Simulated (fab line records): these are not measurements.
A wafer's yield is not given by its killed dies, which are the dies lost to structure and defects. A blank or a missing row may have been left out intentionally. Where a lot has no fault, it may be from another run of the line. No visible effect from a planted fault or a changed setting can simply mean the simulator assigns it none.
A struck lot beside a sound one / flow sky130 / 15 out of 708 route steps
Sound: these wafers, L477.2, L477.3, L477.6. Wafers L489.3, L489.5, L489.6 were the ones struck. The cause is given at the end.
For every step that has rows: the tool of each side, followed by ch and its chambers, followed by its first start. Under that, the readings that differ: sound wafers / struck wafers / difference of the means / sigmas: that difference in standard deviations of wafers without a fault.
alike: readings whose means differ by less than 2 such deviations, and words and numbers that are the same on both sides. not compared: withheld readings, readings that some wafer has no value for, bounds like >300 that may hide the same value, and numbers for which the record gives no deviation and whose values overlap.
A row with sigmas, a row that says differs or no value, or rows on one side alone: a step with any of these is where the two part. Non-overlapping numbers with no deviation appear without sigmas and do not part them. A reading that every wafer of one side lacks parts them only if that side has two wafers or more.

SKY_LI_CONTACT_SPUTTER_20: material TiN, target thk 20 nm, time 80 s.
  sound on pvd_sputter-03, day 29 03:09; struck on pvd_sputter-03, day 33 21:53
  alike: throttle_valve_pct
SKY_LI_CONTACT_CVD_21: deposits W, target thk 400 nm, time 120.56 s.
  sound on cvd_w-01 ch 0,1, day 29 03:13; struck on cvd_w-01 ch 0,1, day 33 21:59
  alike: chamber_pressure_Torr, heater_power_w
SKY_LI_CONTACT_RS_MEAS_22: uses a four-point probe to measure.
  sound on film_metro-01, day 29 03:22; struck on film_metro-02, day 33 22:06
  alike: LI_CONTACT_W_RS
SKY_LI_CONTACT_THK_MEAS_23: measures by xrf.
  sound on film_metro-01, day 29 03:28; struck on film_metro-02, day 33 22:12
  alike: LI_CONTACT_W_THK
SKY_LI_CONTACT_CMP_24: polishes, stops on PSG, t overpolish 20 s, target thk 0 nm.
  sound on cmp-01 ch 0,1, day 29 03:34; struck on cmp-01 ch 0,3, day 33 22:17
  alike: motor_current_A, overpolish_run_s, time_to_endpoint_s
SKY_LOCAL_INTERCONNECT_SPUTTER_00: material TiN, target thk 100 nm, time 83.3 s.
  sound on pvd_sputter-01, day 29 03:49; struck on pvd_sputter-03, day 33 22:32
  alike: throttle_valve_pct
SKY_LOCAL_INTERCONNECT_RS_MEAS_01: uses a four-point probe to measure.
  sound on film_metro-04, day 29 03:54; struck on film_metro-03, day 33 22:38
  alike: LOCAL_INTERCONNECT_TIN_RS
SKY_LOCAL_INTERCONNECT_THK_MEAS_02: measures by xrf.
  sound on film_metro-04, day 29 04:01; struck on film_metro-03, day 33 22:44
  alike: LOCAL_INTERCONNECT_TIN_THK
then, 4 steps without rows for these wafers: SKY_LOCAL_INTERCONNECT_DEHYDRATE_03 (time 60 s); SKY_LOCAL_INTERCONNECT_HMDS_04 (prime time 60 s); SKY_LOCAL_INTERCONNECT_COAT_05 (resist thk 60 nm); SKY_LOCAL_INTERCONNECT_COAT_06 (resist thk 450 nm).
SKY_LOCAL_INTERCONNECT_SOFTBAKE_07: time 90 s.
  sound on litho_track-04 ch 0, day 29 17:00; struck on litho_track-03 ch 0, day 34 11:00
reading=heater_power_total_W (W); sound=57.18 57.55 57.21; struck=62.77 62.87 62.99; difference=+5.56; sigmas=+46
reading=run_length_s (s); sound=118.79 119.06 118.80; struck=96.83 97.00 97.15; difference=-21.89; sigmas=-99 or more
then, 1 step without rows for these wafers: SKY_LOCAL_INTERCONNECT_EXPOSE_08 (exposes mask LI1M, target cd 170 nm).
SKY_PAD_OPEN_PROBE_99:
  the record holds rows for the sound wafers here (prober-02, day 45 18:55) but none for the struck ones

## WHERE THEY PART
Earliest at SKY_LOCAL_INTERCONNECT_SOFTBAKE_07; latest, in this record, at SKY_PAD_OPEN_PROBE_99.

WHY: the cause the simulator had injected
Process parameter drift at SKY_LOCAL_INTERCONNECT_SOFTBAKE_07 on litho_track-03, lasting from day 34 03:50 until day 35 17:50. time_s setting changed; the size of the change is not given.
